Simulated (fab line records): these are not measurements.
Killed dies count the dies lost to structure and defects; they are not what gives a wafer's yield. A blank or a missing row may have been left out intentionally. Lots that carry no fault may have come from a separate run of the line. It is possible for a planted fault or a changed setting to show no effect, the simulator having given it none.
Which tool did it?    flow sky130    13 lots (39 wafers sampled), 1 step of a 708-step route

## WHAT THE GAUGES READ, wafer by wafer
SKY_POLY_GATE_THK_MEAS_01. Usual: POLY_GATE_CVD_00_THK typically reads 180.7 nm, with standard deviation 1.4.
lot   measured      on             POLY_GATE_CVD_00_THK (nm)  flag
L119  day 14 01:24  film_metro-03  181.0 180.9 179.7          
L120  day 14 01:26  film_metro-04  183.1 183.1 183.0          
L121  day 14 13:53  film_metro-04  181.3 181.0 179.9          
L122  day 14 19:34  film_metro-02  181.2 180.8 181.5          
L126  day 16 15:34  film_metro-02  183.1 180.6 180.6          
L129  day 17 18:29  film_metro-04  182.5 180.7 181.2          
L134  day 19 09:11  film_metro-04  179.3 179.9 181.1          
L135  day 19 20:06  film_metro-04  181.1 181.5 181.8          
L136  day 20 04:17  film_metro-03  181.2 180.1 180.3          
L137  day 20 12:49  film_metro-02  178.7 179.0 181.2          
L138  day 20 17:32  film_metro-03  180.0 182.8 181.9          
L139  day 21 02:37  film_metro-03  181.6 180.8 181.6          
L142  day 22 03:07  film_metro-02  180.5 177.5 178.6          

## WHAT TOOL EACH LOT RAN ON (gives the tool, then ch and the chambers of the sampled wafers, and finally the start)
No process step before these readings appears in the record.

## AS READ BY THE TOOLS THEMSELVES (means over the sampled wafers that have a number; for cases with no such wafer, the mark the record gives instead)
The record holds no such reading with a usual standard deviation.

## THE ANSWER, worked out from the rows above alone
Rule: take the mean of a lot's wafers that have a number; if it is more than 3 standard deviations from the usual mean, the lot is off. Also off: a lot with no number at a reading for which 4 or more lots have one. All remaining lots with rows at the step are treated as sound. The gauges are gone through in route order, then the tools' own readings, and for those a lot's mean is taken as printed above. The first step at which some lot is off is used, and at that step the reading that is off furthest; a lot without a number counts as furthest.
Across all readings shown, no lot is off: no conclusion can be drawn from this.

## WHAT HAD BEEN PUT IN BY THE SIMULATOR
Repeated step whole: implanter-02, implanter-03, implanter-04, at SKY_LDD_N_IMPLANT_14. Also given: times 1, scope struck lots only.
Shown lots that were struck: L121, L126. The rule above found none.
